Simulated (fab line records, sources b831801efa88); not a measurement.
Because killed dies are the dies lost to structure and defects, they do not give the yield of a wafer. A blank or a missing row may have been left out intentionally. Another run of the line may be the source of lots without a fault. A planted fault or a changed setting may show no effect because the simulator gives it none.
fab line records -- flow sky130
record lots=12, wafers=36, lastDay=50
route steps=708 shown LDD_N@253 CAP2M@604 METAL5@662 PAD_OPEN@708
lots with no fault: from the same line, run without faults
startH: hours from the record's first day to the start of the lot's first wafer shown -- waitH: hours since the lot's step before -- " unchanged from the row above -- L1.1+2: one row covering several wafers at once -- - value missing, or start not given -- * or withheld: withheld -- < > ~ a bound
route shown NAME@n: NAME is a module with steps in the file, n the number in the route of the first one -- usual: average and standard deviation across the fault-free wafers -- same: alike in all rows -- chamber/n: place in a boat -- sites: the reading at each site -- _std_site: the values' standard deviation -- _edge_site: inner sites' mean taken away from outer sites' mean -- radiusMm: how far each site lies from the wafer's centre -- mask NAME#n: copy n -- behind: the most recent tool/chamber to have shaped the wafer -- hold: what put the lot on hold/how long, in hours/how the hold closed -- device: the n, p or np transistor that did not switch -- end of line: tests of these same wafers at the route's end -- for a step that has no rows: nothing shown but its recipe -- killed: dies lost to structure and defects at the first sort, not the wafer's yield -- map: the dies of a wafer, with x for killed, . for not killed, _ for no die there
set.NAME: the setting the step ran with; set.NAME@STEP: the setting that earlier step ran with -- model.NAME: the simulator's own value behind a step, which no gauge read
a sample of lots followed through the steps of the route, with each step as a table and each wafer as a row
services: from which hour (startH, from the record's first day; less than 0 if before it) a tool's chamber was out of use, for how many hours, and why
## steps
# step SKY_LDD_N_STRIP_16
# recipe chemistry=O2/N2, powerW=1400, pressureMtorr=1500, platenTempC=withheld, o2FlowSccm=3000, n2FlowSccm=300, overashFraction=0.5
# usual drypumpMotorCurrentA=5.6/0.4, n2FlowSccm=300.0/0.91, oesProductAu=0.407/0.0045, stripTimeToEndpointS=4.310/0.014
lot.wafer,tool,chamber,startH,waitH,drypumpMotorCurrentA,n2FlowSccm,oesProductAu,rfHoursCounterH,stripTimeToEndpointS
L226.1,plasmaAsher-01,1,413.22,0.1,4.7,299.9,0.406,74,4.297
L226.4,plasmaAsher-01,0,413.22,0.1,5.9,299.9,0.409,-,4.313
L226.5,plasmaAsher-01,0,413.22,0.1,5.9,301.1,0.404,-,4.290
L225.3,plasmaAsher-02,1,415.18,0.1,5.8,300.7,0.412,-,4.322
L225.4,plasmaAsher-02,0,415.18,0.1,6.1,301.3,0.410,-,4.315
L225.6,plasmaAsher-02,1,415.18,0.1,5.8,300.2,0.411,-,4.327
L227.1,plasmaAsher-02,1,419.48,0.1,5.8,301.2,0.405,60,4.294
L227.4,plasmaAsher-02,0,419.48,0.1,6.1,299.3,0.404,-,4.299
L227.6,plasmaAsher-02,0,419.48,0.1,6.1,300.1,0.388,-,4.288
L228.2,plasmaAsher-04,1,422.02,0.1,5.3,300.4,0.407,30,4.294
L228.3,plasmaAsher-04,0,422.02,0.1,5.5,300.0,0.398,-,4.310
L228.6,plasmaAsher-04,1,422.02,0.1,5.3,300.2,0.407,-,4.293
L230.1,plasmaAsher-02,0,440.57,0.1,6.1,300.3,0.404,62,4.310
L230.3,plasmaAsher-02,0,440.57,0.1,6.1,300.3,0.406,-,4.319
L230.5,plasmaAsher-02,1,440.57,0.1,5.8,300.7,0.413,-,4.322
L231.2,plasmaAsher-02,1,455.54,0.1,5.8,299.3,0.405,64,4.315
L231.5,plasmaAsher-02,0,455.54,0.1,6.1,300.8,0.407,-,4.324
L231.6,plasmaAsher-02,1,455.54,0.1,5.8,298.8,0.396,-,4.312
L234.1,plasmaAsher-01,1,499.52,0.1,4.8,298.9,0.409,83,4.305
L234.3,plasmaAsher-01,1,499.52,0.1,4.8,298.9,0.411,-,4.297
L234.5,plasmaAsher-01,0,499.52,0.1,5.8,300.5,0.414,-,4.308
L236.1,plasmaAsher-02,0,508.87,0.1,6.1,298.6,0.405,69,4.307
L236.2,plasmaAsher-02,1,508.87,0.1,5.8,299.9,0.402,69,4.295
L236.3,plasmaAsher-02,0,508.87,0.1,6.1,300.5,0.407,-,4.312
L237.1,plasmaAsher-02,1,515.13,0.1,5.8,299.1,0.409,70,4.269
L237.4,plasmaAsher-02,1,515.13,0.1,5.8,299.1,0.405,-,4.287
L237.6,plasmaAsher-02,0,515.13,0.1,6.1,299.6,0.402,-,4.289
L238.3,plasmaAsher-02,1,527.95,0.1,5.8,299.3,0.409,-,4.321
L238.5,plasmaAsher-02,0,527.95,0.1,6.1,300.5,0.404,-,4.310
L238.6,plasmaAsher-02,1,527.95,0.1,5.8,299.8,0.408,-,4.321
L239.1,plasmaAsher-02,0,531.68,0.1,6.1,299.1,0.406,71,4.318
L239.3,plasmaAsher-02,1,531.68,0.1,5.8,299.5,0.402,-,4.295
L239.4,plasmaAsher-02,0,531.68,0.1,6.1,298.2,0.412,-,4.325
L248.1,plasmaAsher-04,0,600.47,0.1,5.5,299.8,0.411,47,4.325
L248.2,plasmaAsher-04,1,600.47,0.1,5.3,301.8,0.412,47,4.311
L248.4,plasmaAsher-04,0,600.47,0.1,5.5,300.7,0.407,-,4.317
# step SKY_CAP2M_THK_MEAS_01
# recipe reads=SiO2_of_CAP2M_CVD_00
# usual CAP2M_CVD_00_THK=15.48/0.22
lot.wafer,tool,chamber,startH,waitH,CAP2M_CVD_00_THK[nm]
L226.1,filmMetro-02,-,940.23,-,15.40
L226.4,filmMetro-02,-,940.23,-,15.88
L226.5,filmMetro-02,-,940.23,-,15.54
L225.3,filmMetro-02,-,942.34,-,15.46
L225.4,filmMetro-02,-,942.34,-,15.64
L225.6,filmMetro-02,-,942.34,-,15.81
L227.1,filmMetro-02,-,946.42,-,15.48
L227.4,filmMetro-02,-,946.42,-,15.44
L227.6,filmMetro-02,-,946.42,-,15.63
L228.2,filmMetro-03,-,947.08,-,15.81
L228.3,filmMetro-03,-,947.08,-,15.67
L228.6,filmMetro-03,-,947.08,-,15.56
L230.1,filmMetro-02,-,963.01,-,15.35
L230.3,filmMetro-02,-,963.01,-,15.30
L230.5,filmMetro-02,-,963.01,-,15.94
L231.2,filmMetro-03,-,973.91,-,15.59
L231.5,filmMetro-03,-,973.91,-,15.71
L231.6,filmMetro-03,-,973.91,-,15.84
L234.1,filmMetro-02,-,1008.01,-,15.31
L234.3,filmMetro-02,-,1008.01,-,15.54
L234.5,filmMetro-02,-,1008.01,-,15.30
L236.1,filmMetro-02,-,1010.48,-,15.53
L236.2,filmMetro-02,-,1010.48,-,15.38
L236.3,filmMetro-02,-,1010.48,-,15.94
L237.1,filmMetro-04,-,1019.48,-,15.55
L237.4,filmMetro-04,-,1019.48,-,15.48
L237.6,filmMetro-04,-,1019.48,-,15.45
L238.3,filmMetro-02,-,1025.29,-,15.64
L238.5,filmMetro-02,-,1025.29,-,15.34
L238.6,filmMetro-02,-,1025.29,-,15.69
L239.1,filmMetro-03,-,1029.01,-,15.62
L239.3,filmMetro-03,-,1029.01,-,15.35
L239.4,filmMetro-03,-,1029.01,-,15.57
L248.1,filmMetro-03,-,1081.95,-,15.32
L248.2,filmMetro-03,-,1081.95,-,15.34
L248.4,filmMetro-03,-,1081.95,-,15.66
# step SKY_METAL5_SPUTTER_01
# recipe material=TiN, targetThkNm=20, powerW=6500, timeS=16.7, chamberPressurePa=0.4
# usual throttleValvePct=29.9/1.5
# same timeS=16.7
lot.wafer,tool,chamber,startH,waitH,throttleValvePct
L226.1,pvdSputter-04,-,1012.09,0.0,28.9
L226.4,pvdSputter-04,-,1012.09,0.0,33.4
L226.5,pvdSputter-04,-,1012.09,0.0,31.3
L225.3,pvdSputter-01,-,1017.17,0.0,28.8
L225.4,pvdSputter-01,-,1017.17,0.0,29.6
L225.6,pvdSputter-01,-,1017.17,0.0,29.2
L227.1,pvdSputter-04,-,1020.53,0.0,28.7
L227.4,pvdSputter-04,-,1020.53,0.0,33.4
L227.6,pvdSputter-04,-,1020.53,0.0,31.2
L228.2,pvdSputter-01,-,1021.73,0.0,28.5
L228.3,pvdSputter-01,-,1021.73,0.0,28.3
L228.6,pvdSputter-01,-,1021.73,0.0,29.7
L230.1,pvdSputter-01,-,1033.58,0.0,28.4
L230.3,pvdSputter-01,-,1033.58,0.0,28.8
L230.5,pvdSputter-01,-,1033.58,0.0,28.2
L231.2,pvdSputter-04,-,1049.68,0.0,30.8
L231.5,pvdSputter-04,-,1049.68,0.0,33.2
L231.6,pvdSputter-04,-,1049.68,0.0,31.3
L234.1,pvdSputter-04,-,1079.65,0.0,31.1
L234.3,pvdSputter-04,-,1079.65,0.0,30.7
L234.5,pvdSputter-04,-,1079.65,0.0,30.7
L236.1,pvdSputter-03,-,1081.98,0.0,29.1
L236.2,pvdSputter-03,-,1081.98,0.0,30.6
L236.3,pvdSputter-03,-,1081.98,0.0,29.6
L237.1,pvdSputter-03,-,1092.02,0.0,30.5
L237.4,pvdSputter-03,-,1092.02,0.0,28.5
L237.6,pvdSputter-03,-,1092.02,0.0,28.0
L238.3,pvdSputter-04,-,1098.19,0.0,31.0
L238.5,pvdSputter-04,-,1098.19,0.0,30.9
L238.6,pvdSputter-04,-,1098.19,0.0,28.9
L239.1,pvdSputter-04,-,1101.49,0.0,30.8
L239.3,pvdSputter-04,-,1101.49,0.0,28.8
L239.4,pvdSputter-04,-,1101.49,0.0,31.7
L248.1,pvdSputter-03,-,1147.98,0.0,30.6
L248.2,pvdSputter-03,-,1147.98,0.0,29.1
L248.4,pvdSputter-03,-,1147.98,0.0,28.2
# step SKY_METAL5_METAL_ETCH_15
# recipe targetDepthA=12600, stopOn=SiO2, overEtchFrac=0.2, timeS=252, chemistry=Cl2/BCl3, resistSidewallDeg=86, pressureMtorr=10, icpW=900, biasW=48.5, Cl2_flow_sccm=60, bcl3FlowSccm=30
# usual bcl3FlowSccm=30.00/0.085, drypumpMotorCurrentA=6.1/0.43, oesProductAu=0.894/0.0051, throttleValvePct=22.263/0.0094
# same timeS=252
lot.wafer,tool,chamber,startH,waitH,bcl3FlowSccm,drypumpMotorCurrentA,oesProductAu,rfHoursCounterH,throttleValvePct
L226.1,rieMetal-02,1,1034.82,0.0,29.94,5.5,0.893,2,22.258
L226.4,rieMetal-02,1,1034.82,0.0,29.93,5.6,0.894,-,22.273
L226.5,rieMetal-02,1,1034.82,0.0,30.06,5.5,0.887,-,22.258
L225.3,rieMetal-03,1,1039.55,0.1,30.08,6.3,0.896,-,22.271
L225.4,rieMetal-03,0,1039.55,0.1,30.06,6.4,0.893,-,22.257
L225.6,rieMetal-03,0,1039.55,0.1,30.12,6.4,0.902,-,22.264
L227.1,rieMetal-04,1,1043.25,0.0,29.93,5.2,0.889,7,22.243
L227.4,rieMetal-04,1,1043.25,0.0,29.93,5.2,0.903,-,22.269
L227.6,rieMetal-04,1,1043.25,0.0,29.80,5.2,0.892,-,22.266
L228.2,rieMetal-03,1,1044.22,0.0,29.96,6.3,0.899,17,22.270
L228.3,rieMetal-03,0,1044.22,0.0,29.91,6.4,0.896,-,22.250
L228.6,rieMetal-03,0,1044.22,0.0,29.96,6.4,0.899,-,22.268
L230.1,rieMetal-03,0,1056.80,0.0,29.89,6.4,0.892,15,22.262
L230.3,rieMetal-03,1,1056.80,0.0,29.92,6.3,0.894,-,22.262
L230.5,rieMetal-03,0,1056.80,0.0,29.95,6.4,0.897,-,22.259
L231.2,rieMetal-02,1,1072.78,0.1,29.94,5.5,0.887,-,22.266
L231.5,rieMetal-02,1,1072.78,0.1,29.91,5.5,0.893,-,22.267
L231.6,rieMetal-02,1,1072.78,0.1,29.99,5.5,0.904,-,22.273
L234.1,rieMetal-03,1,1100.85,0.0,29.96,6.3,0.896,21,22.262
L234.3,rieMetal-03,1,1100.85,0.0,30.12,6.3,0.896,-,22.239
L234.5,rieMetal-03,1,1100.85,0.0,29.95,6.3,0.893,-,22.265
L236.1,rieMetal-02,0,1102.32,0.0,30.03,6.2,0.893,13,22.282
L236.2,rieMetal-02,1,1102.32,0.0,30.23,5.6,0.892,8,22.250
L236.3,rieMetal-02,0,1102.32,0.0,30.18,6.3,0.895,-,22.259
L237.1,rieMetal-04,1,1111.00,0.0,29.92,5.2,0.898,11,22.282
L237.4,rieMetal-04,0,1111.00,0.0,30.00,6.4,0.892,-,22.261
L237.6,rieMetal-04,0,1111.00,0.0,30.04,6.4,0.895,-,22.265
L238.3,rieMetal-02,1,1117.71,0.1,30.02,5.6,0.900,-,22.257
L238.5,rieMetal-02,1,1117.71,0.1,29.94,5.5,0.889,-,22.242
L238.6,rieMetal-02,0,1117.71,0.1,29.85,6.2,0.889,-,22.249
L239.1,rieMetal-03,0,1121.08,0.0,29.96,6.4,0.888,20,22.260
L239.3,rieMetal-03,1,1121.08,0.0,30.06,6.2,0.888,-,22.268
L239.4,rieMetal-03,0,1121.08,0.0,29.96,6.4,0.890,-,22.238
L248.1,rieMetal-02,1,1165.47,0.0,30.15,5.5,0.887,14,22.271
L248.2,rieMetal-02,0,1165.47,0.0,30.01,6.3,0.899,19,22.251
L248.4,rieMetal-02,1,1165.47,0.0,30.13,5.5,0.902,-,22.276
# step SKY_PAD_OPEN_PROBE_99
# usual killed_at_M0_to_M3=43/7.2, killed_at_M4_up=3.1/1.8, killedAtContacts=24/5.4, killedAtFrontEnd=15/4.4, killedAtOther=0.4/0.56, killedDies=86/9.3, killedOnRim=17/3.6, killedOpen=47/6.9, killedShort=39/6.6
# same grossDies=492, killedAtBackSide=0
lot.wafer,tool,chamber,startH,waitH,killed_at_M0_to_M3,killed_at_M4_up,killedAtContacts,killedAtFrontEnd,killedAtOther,killedDies,killedOnRim,killedOpen,killedShort
L236.1,prober-02,-,1143.76,0.1,45,1,23,15,2,86,18,46,39
L236.2,prober-02,-,1143.81,0.1,38,2,25,15,0,80,17,54,26
L236.3,prober-02,-,1143.86,0.2,34,1,31,17,0,83,14,46,37
L238.3,prober-02,-,1158.65,0.2,41,3,31,13,1,89,22,50,38
L238.5,prober-02,-,1158.75,0.2,40,3,25,46,0,114,29,54,30
L238.6,prober-02,-,1158.80,0.2,39,2,32,11,1,85,19,53,31
L239.1,prober-01,-,1161.92,0.1,41,3,22,44,0,110,27,39,39
L239.3,prober-01,-,1162.02,0.2,46,4,22,8,0,80,14,46,32
L239.4,prober-01,-,1162.07,0.2,54,4,30,49,0,137,28,61,48
# killed by level:class
L236.1 VIA1:geometricParticle:open=12 METAL2:geometricParticle:short=11 LOCAL_INTERCONNECT:geometricParticle:short=7 VIA2:geometricParticle:open=7 CONTACT:geometricParticle:open=6 VIA3:geometricParticle:open=6 POLY_GATE:geometricParticle:open=5 METAL1:geometricParticle:short=4
L236.2 VIA1:geometricParticle:open=14 CONTACT:geometricParticle:open=10 LI_CONTACT:geometricParticle:open=9 FIELD_ISO:geometricParticle:open=6 VIA3:geometricParticle:open=5 VIA2:geometricParticle:open=5 POLY_GATE:geometricParticle:open=3 CONTACT:geometricParticle:short=3
L236.3 CONTACT:geometricParticle:open=16 VIA1:geometricParticle:open=9 FIELD_ISO:geometricParticle:short=7 LOCAL_INTERCONNECT:geometricParticle:short=6 VIA2:geometricParticle:open=5 FIELD_ISO:geometricParticle:open=4 CONTACT:geometricParticle:short=4 VIA1:geometricParticle:short=4
L238.3 VIA1:geometricParticle:open=13 CONTACT:geometricParticle:open=7 LI_CONTACT:geometricParticle:open=6 LOCAL_INTERCONNECT:geometricParticle:short=6 CONTACT:geometricParticle:short=6 VIA1:geometricParticle:short=5 METAL1:geometricParticle:short=5 METAL2:geometricParticle:short=5
L238.5 LDD_N:unspecified=30 CONTACT:geometricParticle:open=12 VIA2:geometricParticle:open=8 VIA1:geometricParticle:open=8 VIA3:geometricParticle:open=7 LI_CONTACT:geometricParticle:open=6 FIELD_ISO:geometricParticle:open=5 FIELD_ISO:geometricParticle:short=4
L238.6 CONTACT:geometricParticle:open=14 VIA2:geometricParticle:open=10 VIA1:geometricParticle:open=9 LI_CONTACT:geometricParticle:open=7 LOCAL_INTERCONNECT:geometricParticle:short=5 METAL1:geometricParticle:short=5 FIELD_ISO:geometricParticle:short=3 CONTACT:geometricParticle:short=3
L239.1 LDD_N:unspecified=31 CONTACT:geometricParticle:open=12 VIA1:geometricParticle:open=9 VIA3:geometricParticle:short=7 LOCAL_INTERCONNECT:geometricParticle:short=6 VIA3:geometricParticle:open=6 METAL3:geometricParticle:short=4 FIELD_ISO:geometricParticle:short=3
L239.3 CONTACT:geometricParticle:open=10 VIA3:geometricParticle:open=8 METAL2:geometricParticle:short=7 VIA1:geometricParticle:open=7 VIA2:geometricParticle:open=5 LI_CONTACT:geometricParticle:open=4 CONTACT:geometricParticle:short=4 METAL2:geometricParticle:open=4
L239.4 LDD_N:unspecified=28 VIA1:geometricParticle:open=15 CONTACT:geometricParticle:open=13 METAL2:geometricParticle:short=9 FIELD_ISO:geometricParticle:open=6 POLY_GATE:geometricParticle:short=6 POLY_GATE:geometricParticle:open=6 LI_CONTACT:geometricParticle:open=6
## services
tool,chamber,startH,hours,kind
pvdSputter-03,-,409.24,4.8,repair
rieMetal-02,0,437.55,4.5,repair
rieMetal-02,0,462.72,6.4,repair
pvdSputter-03,-,536.22,1.0,repair
plasmaAsher-02,-,601.70,2.8,pm
pvdSputter-03,-,606.35,6.0,repair
pvdSputter-03,-,694.45,39.1,repair
rieMetal-02,0,773.28,22.7,repair
pvdSputter-04,-,778.00,1.4,repair
plasmaAsher-02,-,788.74,0.5,repair
rieMetal-02,-,792.57,1.4,pm
rieMetal-02,-,795.05,0.6,repair
pvdSputter-01,-,817.62,2.1,repair
rieMetal-03,0,822.05,2.0,repair
rieMetal-02,0,867.76,8.7,repair
rieMetal-02,0,885.15,6.8,repair
plasmaAsher-02,-,898.63,15.6,pm
rieMetal-03,-,947.44,2.8,pm
plasmaAsher-02,-,949.01,1.6,repair
rieMetal-03,-,1005.45,28.1,pm
rieMetal-02,0,1049.72,31.4,repair
plasmaAsher-02,-,1055.25,9.0,pm
rieMetal-03,1,1072.53,12.8,repair
rieMetal-03,-,1098.97,0.6,repair
## key
firstSign step=SKY_PAD_OPEN_PROBE_99, reading=killedAtFrontEnd, direction=up, sigmas=7.1, usual=15, struck=46
effect step=SKY_PAD_OPEN_PROBE_99, reading=killedDies, direction=up, sigmas=3.7, usual=86, struck=120
metAt SKY_LDD_N_STRIP_16
struckLots L238,L239
struckWafers L238.5,L239.1,L239.4
testerLeftOut L238,L239
notActingAt SKY_CAP2M_THK_MEAS_01,SKY_METAL5_SPUTTER_01,SKY_METAL5_METAL_ETCH_15
onsetBetween 515.13 527.95
fault kind=chamberParticleSource, tool=plasmaAsher-02, chamber=0, onsetH=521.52, steps=SKY_LDD_N_STRIP_16, ratePerVisitCm2=1.8386, endH=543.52
# testerLeftOut: of these lots the tester's yield and bins aren't shown, on N5 and GAA mostly nor the transistor test; their killed dies are dies lost to structure and defects alone, not to doping, threshold or leakage, so they don't give the yield
